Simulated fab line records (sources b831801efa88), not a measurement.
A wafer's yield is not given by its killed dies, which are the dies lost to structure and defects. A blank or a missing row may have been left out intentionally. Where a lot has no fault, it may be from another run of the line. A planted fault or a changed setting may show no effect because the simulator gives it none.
fab line records | flow sky130
record lots=6 wafers=18 last-day=50
route steps=708 shown SD_P@327 RES_XHIGH@332 SD_N@342 SALICIDE@361 PAD_OPEN@708
lots that met no fault: taken from a fault-free run of the same line
start-h: the number of hours between the record's first day and the start of the first shown wafer of the lot | wait-h: time in hours since the lot's previous step | " same as the row above | L1.1+2: one row covering several wafers at once | - no value, or no start was given | * or withheld: withheld | < > ~ a bound
route shown NAME@n: names a module that has steps shown in the file, with the first one's number in the route | usual: the fault-free wafers' mean and standard deviation | same: alike in all rows | chamber/n: place in a boat | sites: the reading at each site | _std_site: standard deviation across them | _edge_site: outer sites' mean less inner sites' | radius-mm: how far each site lies from the wafer's centre | mask NAME#n: copy n | behind: tool/chamber where the wafer was last shaped | hold: the reason the lot was held/the length of the hold in hours/how it ended | device: the n, p or np transistor that did not switch | end of line: tests of these same wafers at the route's end | where a step has no rows: the recipe by itself | killed: dies lost to structure and defects at the first sort, not the wafer's yield | map: a wafer's dies, marking killed ones x, the rest . and places with no die _
set.NAME: the setting the step ran with; set.NAME@STEP: the setting that earlier step ran with | model.NAME: the simulator's own value behind a step, which no gauge read
a table for each step, a row for each wafer; lots at some steps of the route
services: the hour from which a tool's chamber was out of use, counted from the record's first day as start-h (under 0 if before that day), plus the number of hours and why
## steps
# step SKY_SD_P_CD_MEAS_07
# recipe target-cd-nm=380
# usual cd-nm=379.9/2.4
# columns lot.wafer tool chamber start-h wait-h cd-nm
L501.3 cd-sem-01 - 617.87 0.1 380.2
L501.4 " - " " 379.6
L501.5 " - " " 379.1
L506.2 cd-sem-02 - 659.95 0.1 381.4
L506.4 " - " " 380.8
L506.6 " - " " 378.9
L507.2 cd-sem-01 - 671.95 0.1 381.0
L507.3 " - " " 378.5
L507.6 " - " " 381.2
L510.1 cd-sem-02 - 683.40 0.1 379.1
L510.3 " - " " 377.8
L510.4 " - " " 379.2
L521.3 cd-sem-01 - 770.82 0.1 378.9
L521.5 " - " " 379.0
L521.6 " - " " 376.8
L522.1 cd-sem-01 - 773.38 0.1 379.5
L522.4 " - " " 377.5
L522.6 " - " " 378.7
# step SKY_SD_P_OVL_MEAS_08
# usual SD_P_OVL=1.5/1.6
# columns lot.wafer tool chamber start-h wait-h SD_P_OVL[nm]
L501.3 overlay-02 - 617.96 0.1 -0.3
L501.4 " - " " -0.4
L501.5 " - " " -1.9
L506.2 overlay-01 - 660.06 0.1 2.7
L506.4 " - " " 2.7
L506.6 " - " " 2.6
L507.2 overlay-01 - 672.06 0.1 1.2
L507.3 " - " " 1.0
L507.6 " - " " 0.8
L510.1 overlay-01 - 683.52 0.1 2.1
L510.3 " - " " 0.1
L510.4 " - " " -1.6
L521.3 overlay-01 - 770.91 0.1 1.1
L521.5 " - " " 2.3
L521.6 " - " " 2.8
L522.1 overlay-02 - 773.50 0.1 4.4
L522.4 " - " " 4.9
L522.6 " - " " 4.1
# step SKY_SD_P_IMPLANT_09
# recipe species=BF2 energy-kev=20 dose-cm2=3e+15 tilt-deg=0
# step SKY_SD_P_STRIP_10
# recipe chemistry=O2/N2 power-w=1400 pressure-mtorr=1500 platen-temp-c=withheld o2-flow-sccm=3000 n2-flow-sccm=300 overash-fraction=0.5
# usual drypump-motor-current-A=5.6/0.44 o2-flow-sccm=3000/10 oes-product-au=0.618/0.0043 strip-time-to-endpoint-s=17.49/0.034
# same overash-fraction=0.5
# columns lot.wafer tool chamber start-h wait-h drypump-motor-current-A o2-flow-sccm oes-product-au rf-hours-counter-h strip-time-to-endpoint-s
L501.3 plasma-asher-03 1 618.17 0.1 5.5 3026 0.615 - 17.51
L501.4 " 0 " " 5.3 2987 0.616 - 17.48
L501.5 " 0 " " 5.3 3006 0.622 - 17.51
L506.2 plasma-asher-04 1 660.24 0.1 6.3 2981 0.617 88 17.42
L506.4 " 1 " " 6.3 2988 0.619 - 17.47
L506.6 " 1 " " 6.4 2989 0.621 - 17.41
L507.2 plasma-asher-04 0 672.24 0.1 5.2 3003 0.612 89 17.41
L507.3 " 1 " " 6.3 3006 0.619 - 17.46
L507.6 " 0 " " 5.1 3005 0.622 - 17.41
L510.1 plasma-asher-01 1 683.70 0.1 6.1 3003 0.622 26 17.47
L510.3 " 1 " " 6.1 2989 0.609 - 17.53
L510.4 " 0 " " 5.4 3014 0.619 - 17.46
L521.3 plasma-asher-03 1 771.12 0.1 5.5 2982 0.617 - 17.46
L521.5 " 0 " " 5.3 2992 0.615 - 17.46
L521.6 " 1 " " 5.5 3006 0.611 - 17.49
L522.1 plasma-asher-01 0 773.69 0.1 5.4 3013 0.614 34 17.54
L522.4 " 1 " " 6.1 3012 0.620 - 17.49
L522.6 " 0 " " 5.4 2998 0.619 - 17.49
# step SKY_SD_P_TW_MEAS_11
# usual SD_P_TW=2835/15
# columns lot.wafer tool chamber start-h wait-h SD_P_TW
L501.3 film-metro-02 - 618.26 0.1 2851
L501.4 " - " " 2861
L501.5 " - " " 2847
L506.2 film-metro-03 - 660.35 0.1 2833
L506.4 " - " " 2820
L506.6 " - " " 2807
L507.2 film-metro-01 - 672.35 0.1 2838
L507.3 " - " " 2828
L507.6 " - " " 2838
L510.1 film-metro-01 - 683.80 0.1 2840
L510.3 " - " " 2826
L510.4 " - " " 2833
L521.3 film-metro-01 - 771.21 0.1 2831
L521.5 " - " " 2823
L521.6 " - " " 2839
L522.1 film-metro-03 - 773.79 0.1 2850
L522.4 " - " " 2839
L522.6 " - " " 2834
# step SKY_RES_XHIGH_DEHYDRATE_00
# recipe temp-c=200 time-s=60
# step SKY_RES_XHIGH_HMDS_01
# recipe prime-time-s=60 prime-temp-c=120
# step SKY_RES_XHIGH_COAT_02
# recipe resist=NOVOLAK spin-rpm=3000 resist-thk-nm=1140
# step SKY_RES_XHIGH_SOFTBAKE_03
# recipe temp-c=90 time-s=60 resist=NOVOLAK
# step SKY_RES_XHIGH_EXPOSE_04
# recipe mask-id=URPM na=0.6 source-shape=conventional sigma-outer=0.6 polarization=unpolarized target-cd-nm=1270 dose-mj=140
# step SKY_RES_XHIGH_PEB_05
# recipe temp-c=withheld time-s=* resist=NOVOLAK
# step SKY_RES_XHIGH_DEVELOP_06
# recipe resist=NOVOLAK developer=TMAH develop-time-s=60 dev-temp-c=23
# step SKY_RES_XHIGH_IMPLANT_07
# recipe species=BF2 energy-kev=20 dose-cm2=3.6e+14 tilt-deg=0
# usual dose-ions-cm2=3.599e+14/4.5e+11
# columns lot.wafer tool chamber start-h wait-h dose-ions-cm2
L501.3 implanter-04 0 646.63 0.1 3.607e+14
L501.4 " 0 " " 3.607e+14
L501.5 " 0 " " 3.605e+14
L506.2 implanter-01 0 688.42 0.1 3.607e+14
L506.4 " 0 " " 3.596e+14
L506.6 " 0 " " 3.602e+14
L507.2 implanter-02 0 699.40 0.1 3.605e+14
L507.3 " 0 " " 3.601e+14
L507.6 " 0 " " 3.601e+14
L510.1 implanter-02 0 709.91 0.1 3.608e+14
L510.3 " 0 " " 3.6e+14
L510.4 " 0 " " 3.605e+14
L521.3 implanter-01 0 797.88 0.1 3.458e+14
L521.5 " 0 " " 3.467e+14
L521.6 " 0 " " 3.464e+14
L522.1 implanter-01 0 800.78 0.1 3.472e+14
L522.4 " 0 " " 3.469e+14
L522.6 " 0 " " 3.467e+14
# step SKY_RES_XHIGH_STRIP_08
# recipe chemistry=O2/N2 power-w=1400 pressure-mtorr=1500 platen-temp-c=withheld o2-flow-sccm=3000 n2-flow-sccm=300 overash-fraction=0.5
# usual drypump-motor-current-A=5.9/0.52 o2-flow-sccm=3000/8.7 oes-product-au=0.711/0.0049 strip-time-to-endpoint-s=14.29/0.039
# same overash-fraction=0.5
# columns lot.wafer tool chamber start-h wait-h drypump-motor-current-A o2-flow-sccm oes-product-au rf-hours-counter-h strip-time-to-endpoint-s
L501.3 plasma-asher-04 0 646.76 0.1 5.1 3009 0.713 - 14.33
L501.4 " 1 " " 6.4 3010 0.707 - 14.28
L501.5 " 1 " " 6.4 3001 0.715 - 14.30
L506.2 plasma-asher-04 0 688.55 0.1 5.1 2985 0.710 91 14.34
L506.4 " 0 " " 5.2 2990 0.710 - 14.36
L506.6 " 0 " " 5.1 2990 0.712 - 14.34
L507.2 plasma-asher-02 0 699.53 0.1 6.0 2991 0.709 93 14.34
L507.3 " 0 " " 6.1 2996 0.706 - 14.28
L507.6 " 0 " " 6.1 2997 0.715 - 14.31
L510.1 plasma-asher-01 0 710.06 0.1 5.4 2987 0.709 28 14.27
L510.3 " 1 " " 6.2 2999 0.713 - 14.30
L510.4 " 0 " " 5.4 2987 0.711 - 14.28
L521.3 plasma-asher-01 0 798.01 0.1 5.4 3003 0.702 - 14.22
L521.5 " 1 " " 6.1 3019 0.720 - 14.18
L521.6 " 0 " " 5.3 3014 0.705 - 14.20
L522.1 plasma-asher-02 0 800.93 0.1 6.1 2994 0.715 6 14.22
L522.4 " 1 " " 6.5 3000 0.716 - 14.25
L522.6 " 0 " " 6.1 3003 0.714 - 14.24
# step SKY_RES_XHIGH_TW_MEAS_09
# usual RES_XHIGH_TW=1649/8.1
# columns lot.wafer tool chamber start-h wait-h RES_XHIGH_TW
L501.3 film-metro-02 - 646.85 0.1 1660
L501.4 " - " " 1657
L501.5 " - " " 1656
L506.2 film-metro-01 - 688.66 0.1 1651
L506.4 " - " " 1641
L506.6 " - " " 1662
L507.2 film-metro-03 - 699.64 0.1 1644
L507.3 " - " " 1646
L507.6 " - " " 1632
L510.1 film-metro-01 - 710.16 0.1 1640
L510.3 " - " " 1652
L510.4 " - " " 1647
L521.3 film-metro-03 - 798.10 0.1 1631
L521.5 " - " " 1628
L521.6 " - " " 1627
L522.1 film-metro-01 - 801.03 0.1 1624
L522.4 " - " " 1620
L522.6 " - " " 1627
# step SKY_SD_N_DEHYDRATE_00
# recipe temp-c=200 time-s=60
# step SKY_SD_N_HMDS_01
# recipe prime-time-s=60 prime-temp-c=120
# step SKY_SD_N_COAT_02
# recipe resist=NOVOLAK spin-rpm=3000 resist-thk-nm=1140
# step SKY_SD_N_SOFTBAKE_03
# recipe temp-c=90 time-s=60 resist=NOVOLAK
# step SKY_SD_N_EXPOSE_04
# recipe mask-id=NSDM na=0.6 source-shape=conventional sigma-outer=0.6 polarization=unpolarized target-cd-nm=380 dose-mj=141
# step SKY_SD_N_PEB_05
# recipe temp-c=withheld time-s=* resist=NOVOLAK
# step SKY_SD_N_DEVELOP_06
# recipe resist=NOVOLAK developer=TMAH develop-time-s=57.3 dev-temp-c=23
# step SKY_SD_N_CD_MEAS_07
# recipe target-cd-nm=380
# usual cd-nm=380/3.1
# columns lot.wafer tool chamber start-h wait-h cd-nm
L501.3 cd-sem-01 - 674.70 0.1 375
L501.4 " - " " 378
L501.5 " - " " 378
L506.2 cd-sem-02 - 715.70 0.1 379
L506.4 " - " " 380
L506.6 " - " " 382
L507.2 cd-sem-02 - 726.65 0.1 379
L507.3 " - " " 379
L507.6 " - " " 378
L510.1 cd-sem-01 - 737.76 0.1 379
L510.3 " - " " 383
L510.4 " - " " 381
L521.3 cd-sem-01 - 824.85 0.1 382
L521.5 " - " " 383
L521.6 " - " " 386
L522.1 cd-sem-01 - 827.13 0.1 379
L522.4 " - " " 381
L522.6 " - " " 379
# step SKY_SD_N_OVL_MEAS_08
# usual SD_N_OVL=-0.6/1.4
# columns lot.wafer tool chamber start-h wait-h SD_N_OVL[nm]
L501.3 overlay-02 - 674.79 0.1 -0.3
L501.4 " - " " 0.9
L501.5 " - " " 0.4
L506.2 overlay-02 - 715.81 0.1 -2.7
L506.4 " - " " -1.8
L506.6 " - " " -2.1
L507.2 overlay-01 - 726.76 0.1 -0.8
L507.3 " - " " -0.1
L507.6 " - " " -1.1
L510.1 overlay-01 - 737.88 0.1 -0.1
L510.3 " - " " -0.6
L510.4 " - " " -0.1
L521.3 overlay-01 - 824.94 0.1 -0.7
L521.5 " - " " 1.7
L521.6 " - " " -0.3
L522.1 overlay-01 - 827.25 0.1 -1.7
L522.4 " - " " -0.5
L522.6 " - " " -0.8
# step SKY_SD_N_IMPLANT_09
# recipe species=As energy-kev=50 dose-cm2=4e+15 tilt-deg=0
# step SKY_SD_N_IMPLANT_10
# recipe species=P energy-kev=20 dose-cm2=1e+14 tilt-deg=0
# step SKY_SD_N_STRIP_11
# recipe chemistry=O2/N2 power-w=1400 pressure-mtorr=1500 platen-temp-c=withheld o2-flow-sccm=3000 n2-flow-sccm=300 overash-fraction=0.5
# usual drypump-motor-current-A=5.7/0.48 o2-flow-sccm=3001/9.1 oes-product-au=0.527/0.0044 strip-time-to-endpoint-s=22.54/0.03
# same overash-fraction=0.5
# columns lot.wafer tool chamber start-h wait-h drypump-motor-current-A o2-flow-sccm oes-product-au rf-hours-counter-h strip-time-to-endpoint-s
L501.3 plasma-asher-02 1 675.15 0.1 6.5 3004 0.528 - 22.48
L501.4 " 0 " " 6.0 3015 0.530 - 22.49
L501.5 " 0 " " 6.1 2994 0.529 - 22.49
L506.2 plasma-asher-04 0 716.14 0.1 5.2 3009 0.531 94 22.54
L506.4 " 0 " " 5.1 3007 0.525 - 22.57
L506.6 " 0 " " 5.1 3005 0.529 - 22.52
L507.2 plasma-asher-02 1 727.09 0.1 6.5 2993 0.523 96 22.59
L507.3 " 1 " " 6.5 2994 0.532 - 22.58
L507.6 " 1 " " 6.5 3005 0.522 - 22.61
L510.1 plasma-asher-04 0 738.22 0.1 5.1 3000 0.526 96 22.54
L510.3 " 0 " " 5.2 3000 0.527 - 22.55
L510.4 " 1 " " 6.4 2997 0.528 - 22.56
L521.3 plasma-asher-04 0 826.50 0.1 5.1 2994 0.526 - 22.47
L521.5 " 1 " " 6.4 3004 0.520 - 22.54
L521.6 " 0 " " 5.1 2999 0.528 - 22.54
L522.1 plasma-asher-02 0 827.60 0.1 6.0 3003 0.531 8 22.52
L522.4 " 0 " " 6.0 3008 0.532 - 22.57
L522.6 " 1 " " 6.5 2999 0.534 - 22.53
# step SKY_SD_N_TW_MEAS_12
# usual SD_N_TW=3998/20
# columns lot.wafer tool chamber start-h wait-h SD_N_TW
L501.3 film-metro-02 - 675.24 0.1 4018
L501.4 " - " " 4024
L501.5 " - " " 4025
L506.2 film-metro-01 - 716.25 0.1 3997
L506.4 " - " " 3995
L506.6 " - " " 4007
L507.2 film-metro-03 - 727.20 0.1 4022
L507.3 " - " " 4005
L507.6 " - " " 4026
L510.1 film-metro-02 - 738.32 0.1 3973
L510.3 " - " " 3963
L510.4 " - " " 3977
L521.3 film-metro-02 - 826.59 0.1 3989
L521.5 " - " " 4011
L521.6 " - " " 4011
L522.1 film-metro-02 - 827.70 0.1 4008
L522.4 " - " " 4014
L522.6 " - " " 4024
# step SKY_SD_N_CLEAN_13
# recipe chemistry=SC1/SC2 mix=1:4:20 temp-c=70 time-s=150 dry=n2-spin
# step SKY_SD_N_RTA_14
# recipe temp-c=1075 time-s=2 idle-temp-c=650 ramp-up-c-per-s=150 ramp-down-c-per-s=90 ambient=N2
# usual lamp-power-pct=15.74/0.051 wafer_temp_C_max=1078.1/1.4
# columns lot.wafer tool chamber start-h wait-h lamp-power-pct wafer_temp_C_max
L501.3 rtp-anneal-02 0 675.34 0.0 15.80 1077.9
L501.4 " 0 " " 15.67 1078.3
L501.5 " 0 " " 15.73 1079.8
L506.2 rtp-anneal-02 0 716.35 0.0 15.73 1075.2
L506.4 " 0 " " 15.78 1077.8
L506.6 " 0 " " 15.73 1078.1
L507.2 rtp-anneal-02 0 727.30 0.0 15.75 1078.9
L507.3 " 0 " " 15.70 1078.6
L507.6 " 0 " " 15.81 1080.2
L510.1 rtp-anneal-02 0 738.43 0.0 15.77 1078.0
L510.3 " 0 " " 15.77 1078.5
L510.4 " 0 " " 15.83 1079.5
L521.3 rtp-anneal-01 0 826.70 0.0 15.75 1075.3
L521.5 " 0 " " 15.72 1076.8
L521.6 " 0 " " 15.78 1078.0
L522.1 rtp-anneal-02 0 827.82 0.0 15.74 1077.9
L522.4 " 0 " " 15.74 1083.3
L522.6 " 0 " " 15.73 1077.5
# step SKY_SD_N_RS_MEAS_16
# recipe thk-meas-gauge=four-point-probe
# usual SD_N_RS=68.60/0.11
# columns lot.wafer tool chamber start-h wait-h SD_N_RS[ohm/sq]
L501.3 film-metro-01 - 675.54 0.1 68.71
L501.4 " - " " 68.76
L501.5 " - " " 68.88
L506.2 film-metro-03 - 716.54 0.1 68.59
L506.4 " - " " 68.73
L506.6 " - " " 68.54
L507.2 film-metro-01 - 727.49 0.1 68.74
L507.3 " - " " 68.59
L507.6 " - " " 68.66
L510.1 film-metro-03 - 738.60 0.1 68.46
L510.3 " - " " 68.40
L510.4 " - " " 68.49
L521.3 film-metro-03 - 826.89 0.1 68.48
L521.5 " - " " 68.56
L521.6 " - " " 68.60
L522.1 film-metro-03 - 827.99 0.1 68.51
L522.4 " - " " 68.62
L522.6 " - " " 68.44
# step SKY_SD_N_RS_MEAS_17
# recipe thk-meas-gauge=four-point-probe
# usual SD_P_RS=147.2/0.38
# columns lot.wafer tool chamber start-h wait-h SD_P_RS[ohm/sq]
L501.3 film-metro-01 - 675.66 0.1 147.4
L501.4 " - " " 147.4
L501.5 " - " " 147.9
L506.2 film-metro-03 - 716.66 0.1 146.8
L506.4 " - " " 147.1
L506.6 " - " " 146.8
L507.2 film-metro-01 - 727.61 0.1 147.5
L507.3 " - " " 147.6
L507.6 " - " " 147.7
L510.1 film-metro-03 - 738.72 0.1 146.8
L510.3 " - " " 146.7
L510.4 " - " " 147.1
L521.3 film-metro-03 - 827.01 0.1 147.3
L521.5 " - " " 147.4
L521.6 " - " " 147.2
L522.1 film-metro-03 - 828.11 0.1 147.2
L522.4 " - " " 147.1
L522.6 " - " " 147.3
# step SKY_SD_N_RS_MEAS_18
# recipe thk-meas-gauge=four-point-probe
# usual RES_XHIGH_RS=333.3/1.2
# columns lot.wafer tool chamber start-h wait-h RES_XHIGH_RS[ohm/sq]
L501.3 film-metro-01 - 675.78 0.1 333.0
L501.4 " - " " 334.7
L501.5 " - " " 333.6
L506.2 film-metro-03 - 716.78 0.1 333.4
L506.4 " - " " 333.2
L506.6 " - " " 332.1
L507.2 film-metro-01 - 727.73 0.1 332.9
L507.3 " - " " 333.2
L507.6 " - " " 334.1
L510.1 film-metro-03 - 738.84 0.1 334.0
L510.3 " - " " 333.3
L510.4 " - " " 332.9
L521.3 film-metro-03 - 827.13 0.1 344.3
L521.5 " - " " 343.5
L521.6 " - " " 343.9
L522.1 film-metro-03 - 828.23 0.1 344.5
L522.4 " - " " 346.0
L522.6 " - " " 343.0
# step SKY_SALICIDE_CLEAN_00
# recipe chemistry=HF-last time-s=30 dilution=100:1 dry=ipa-marangoni
# step SKY_PAD_OPEN_PROBE_99
# usual killed_at_M0_to_M3=44/6.3 killed_at_M4_up=3.1/1.8 killed-at-contacts=25/5.1 killed-at-front-end=15/4.1 killed-at-other=0.3/0.71 killed-dies=87/8.8 killed-open=47/6.8 killed-short=40/6.7
# same gross-dies=492 killed-at-back-side=0
# columns lot.wafer tool chamber start-h wait-h killed_at_M0_to_M3 killed_at_M4_up killed-at-contacts killed-at-front-end killed-at-other killed-dies killed-open killed-short model.etest.res-xhigh-po.line-ohm-um model.etest.res-xhigh-po.rs-ohm-sq
L501.3 prober-01 - 1097.13 0.2 54 4 40 18 0 116 65 51 5689 1985
L501.4 prober-01 - 1097.18 0.2 52 1 25 17 0 95 55 40 5598 1942
L501.5 prober-01 - 1097.23 0.2 33 5 29 12 0 79 51 28 5861 2071
L506.2 prober-01 - 1128.92 0.1 30 1 30 20 1 82 39 43 5600 1955
L506.4 prober-01 - 1129.02 0.2 35 3 30 15 0 83 47 36 5464 1913
L506.6 prober-01 - 1129.12 0.2 43 3 21 15 0 82 45 37 5737 1964
L507.2 prober-01 - 1136.70 0.1 46 2 23 21 0 92 51 41 5733 1997
L507.3 prober-01 - 1136.75 0.2 40 3 21 24 0 88 37 51 6020 2115
L507.6 prober-01 - 1136.90 0.2 49 8 30 15 0 102 53 49 5960 2053
L510.1 prober-01 - 1143.59 0.1 41 3 27 14 0 85 54 31 5807 2026
L510.3 prober-01 - 1143.69 0.2 36 2 30 16 0 84 43 41 5803 2036
L510.4 prober-01 - 1143.74 0.2 42 4 16 12 0 74 45 29 5872 1989
L521.3 prober-02 - 1201.63 0.2 44 2 24 14 0 84 45 39 6207 2188
L521.5 prober-02 - 1201.73 0.2 46 1 25 18 2 92 58 34 6163 2210
L521.6 prober-02 - 1201.78 0.2 48 5 22 13 0 88 52 36 6414 2237
L522.1 prober-01 - 1202.74 0.1 46 4 17 13 0 80 43 37 5916 2078
L522.4 prober-01 - 1202.89 0.2 40 5 25 10 0 80 41 39 5910 2100
L522.6 prober-01 - 1202.99 0.2 49 4 16 15 0 84 47 37 6066 2093
# killed by level:class
L501.3 CONTACT:geometric-particle:open=16 VIA1:geometric-particle:open=14 LI_CONTACT:geometric-particle:open=10 VIA2:geometric-particle:open=10 METAL1:geometric-particle:short=8 CONTACT:geometric-particle:short=7 VIA3:geometric-particle:open=7 LI_CONTACT:geometric-particle:short=5
L501.4 VIA3:geometric-particle:open=11 CONTACT:geometric-particle:open=11 VIA1:geometric-particle:open=9 VIA2:geometric-particle:open=8 FIELD_ISO:geometric-particle:open=6 FIELD_ISO:geometric-particle:short=6 LI_CONTACT:geometric-particle:short=5 VIA2:geometric-particle:short=5
L501.5 CONTACT:geometric-particle:open=12 VIA2:geometric-particle:open=11 LI_CONTACT:geometric-particle:open=8 VIA1:geometric-particle:open=6 METAL4:geometric-particle:short=5 POLY_GATE:geometric-particle:short=4 CONTACT:geometric-particle:short=4 VIA3:geometric-particle:open=4
L506.2 VIA1:geometric-particle:open=10 CONTACT:geometric-particle:open=8 FIELD_ISO:geometric-particle:short=6 CONTACT:geometric-particle:short=6 LI_CONTACT:geometric-particle:open=5 LI_CONTACT:geometric-particle:short=5 LOCAL_INTERCONNECT:geometric-particle:short=5 SPACER:geometric-particle:short=4
L506.4 CONTACT:geometric-particle:open=10 VIA3:geometric-particle:open=7 LI_CONTACT:geometric-particle:open=7 VIA1:geometric-particle:open=7 METAL2:geometric-particle:short=7 FIELD_ISO:geometric-particle:short=5 FIELD_ISO:geometric-particle:open=5 CONTACT:geometric-particle:short=5
L506.6 VIA1:geometric-particle:open=10 VIA2:geometric-particle:open=8 LI_CONTACT:geometric-particle:open=6 VIA3:geometric-particle:open=6 FIELD_ISO:geometric-particle:short=5 POLY_GATE:geometric-particle:open=5 LOCAL_INTERCONNECT:geometric-particle:short=4 CONTACT:geometric-particle:open=4
L507.2 VIA2:geometric-particle:open=11 VIA1:geometric-particle:open=8 FIELD_ISO:geometric-particle:open=7 LI_CONTACT:geometric-particle:open=6 LOCAL_INTERCONNECT:geometric-particle:short=6 FIELD_ISO:geometric-particle:short=5 CONTACT:geometric-particle:open=5 METAL2:geometric-particle:short=5
L507.3 POLY_GATE:geometric-particle:short=8 METAL1:geometric-particle:short=8 VIA2:geometric-particle:open=8 LOCAL_INTERCONNECT:geometric-particle:short=6 CONTACT:geometric-particle:short=5 VIA1:geometric-particle:open=5 VIA1:geometric-particle:short=5 FIELD_ISO:geometric-particle:open=4
L507.6 CONTACT:geometric-particle:open=13 METAL2:geometric-particle:short=9 VIA1:geometric-particle:open=8 VIA2:geometric-particle:open=7 POLY_GATE:geometric-particle:open=6 LI_CONTACT:geometric-particle:open=6 CONTACT:geometric-particle:short=5 LOCAL_INTERCONNECT:geometric-particle:short=5
L510.1 LI_CONTACT:geometric-particle:open=12 VIA2:geometric-particle:open=10 FIELD_ISO:geometric-particle:open=9 VIA1:geometric-particle:open=7 CONTACT:geometric-particle:open=6 VIA2:geometric-particle:short=6 VIA3:geometric-particle:open=5 CONTACT:geometric-particle:short=4
L510.3 LI_CONTACT:geometric-particle:open=11 CONTACT:geometric-particle:open=10 VIA1:geometric-particle:open=7 METAL2:geometric-particle:short=7 LOCAL_INTERCONNECT:geometric-particle:short=6 FIELD_ISO:geometric-particle:open=5 METAL1:geometric-particle:short=5 VIA1:geometric-particle:short=5
L510.4 VIA1:geometric-particle:open=12 CONTACT:geometric-particle:open=6 VIA3:geometric-particle:open=6 VIA2:geometric-particle:short=5 FIELD_ISO:geometric-particle:open=4 METAL4:geometric-particle:short=4 METAL1:geometric-particle:short=4 METAL2:geometric-particle:open=4
L521.3 VIA1:geometric-particle:open=11 CONTACT:geometric-particle:open=8 CONTACT:geometric-particle:short=6 VIA3:geometric-particle:open=6 VIA3:geometric-particle:short=5 METAL1:geometric-particle:short=5 LI_CONTACT:geometric-particle:open=4 VIA1:geometric-particle:short=4
L521.5 VIA1:geometric-particle:open=15 CONTACT:geometric-particle:open=10 LI_CONTACT:geometric-particle:open=9 FIELD_ISO:geometric-particle:open=6 FIELD_ISO:geometric-particle:short=5 VIA2:geometric-particle:open=5 VIA3:geometric-particle:open=5 CONTACT:geometric-particle:short=4
L521.6 VIA1:geometric-particle:open=15 VIA2:geometric-particle:open=7 CONTACT:geometric-particle:open=7 VIA3:geometric-particle:open=7 CONTACT:geometric-particle:short=6 POLY_GATE:geometric-particle:short=5 LI_CONTACT:geometric-particle:open=5 VIA1:geometric-particle:short=5
L522.1 VIA1:geometric-particle:open=10 CONTACT:geometric-particle:open=7 VIA3:geometric-particle:open=6 METAL1:geometric-particle:short=5 FIELD_ISO:geometric-particle:open=4 LI_CONTACT:geometric-particle:open=4 METAL2:geometric-particle:short=4 LOCAL_INTERCONNECT:geometric-particle:short=4
L522.4 VIA1:geometric-particle:open=10 CONTACT:geometric-particle:open=8 LI_CONTACT:geometric-particle:open=6 METAL3:geometric-particle:short=6 METAL1:geometric-particle:short=5 LOCAL_INTERCONNECT:geometric-particle:short=5 METAL4:geometric-particle:short=5 FIELD_ISO:geometric-particle:open=4
L522.6 VIA1:geometric-particle:open=14 VIA1:geometric-particle:short=8 VIA3:geometric-particle:open=8 METAL1:geometric-particle:short=7 POLY_GATE:geometric-particle:open=6 CONTACT:geometric-particle:open=5 VIA2:geometric-particle:open=4 POLY_GATE:geometric-particle:short=4
## services
# columns tool chamber start-h hours kind
plasma-asher-02 - 594.92 15.6 pm
implanter-04 - 604.99 2.6 pm
implanter-02 - 609.75 1.1 repair
plasma-asher-02 - 623.06 0.9 repair
rtp-anneal-02 - 631.59 0.8 pm
plasma-asher-04 - 632.99 1.6 repair
implanter-04 - 648.15 29.4 repair
plasma-asher-01 - 653.36 1.6 repair
plasma-asher-01 - 666.04 2.8 pm
implanter-04 - 674.66 4.6 repair
implanter-04 - 679.95 7.2 repair
plasma-asher-03 - 681.79 1.5 repair
implanter-04 - 693.38 15.6 pm
plasma-asher-03 - 701.90 4.3 pm
plasma-asher-01 - 705.87 4.0 repair
implanter-01 - 706.85 4.1 repair
plasma-asher-02 - 733.75 9.0 pm
implanter-02 - 734.47 6.5 repair
implanter-04 - 735.73 9.6 repair
implanter-04 - 770.09 106.0 repair
implanter-04 - 785.32 4.2 repair
plasma-asher-03 - 817.15 2.2 repair
implanter-01 - 824.72 2.8 repair
plasma-asher-01 - 825.64 5.8 repair
## key
first-sign step=SKY_RES_XHIGH_IMPLANT_07 reading=dose-ions-cm2 direction=down sigmas=29 usual=* struck=*
effect step=SKY_RES_XHIGH_TW_MEAS_09 reading=RES_XHIGH_TW direction=down sigmas=2.8 usual=1649 struck=1626
effect step=SKY_SD_N_RS_MEAS_18 reading=RES_XHIGH_RS direction=up sigmas=9 usual=333.3 struck=344.2
model-effect step=SKY_PAD_OPEN_PROBE_99 value=etest.res-xhigh-po.line-ohm-um without=5689 struck=6113
met-at SKY_RES_XHIGH_IMPLANT_07
struck-wafers L521.3,L521.5,L521.6,L522.1,L522.4,L522.6
tester-left-out L521,L522
onset-between 688.42 797.88
fault kind=process-parameter-drift tool=implanter-01 chamber=- onset-h=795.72 steps=SKY_RES_XHIGH_IMPLANT_07 channel=dose-cm2 offset=* shape=step end-h=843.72 acts-in=* stated=*
# tester-left-out: of these lots the tester's yield and bins aren't shown, on N5 and GAA mostly nor the transistor test; their killed dies are dies lost to structure and defects alone, not to doping, threshold or leakage, so they don't give the yield
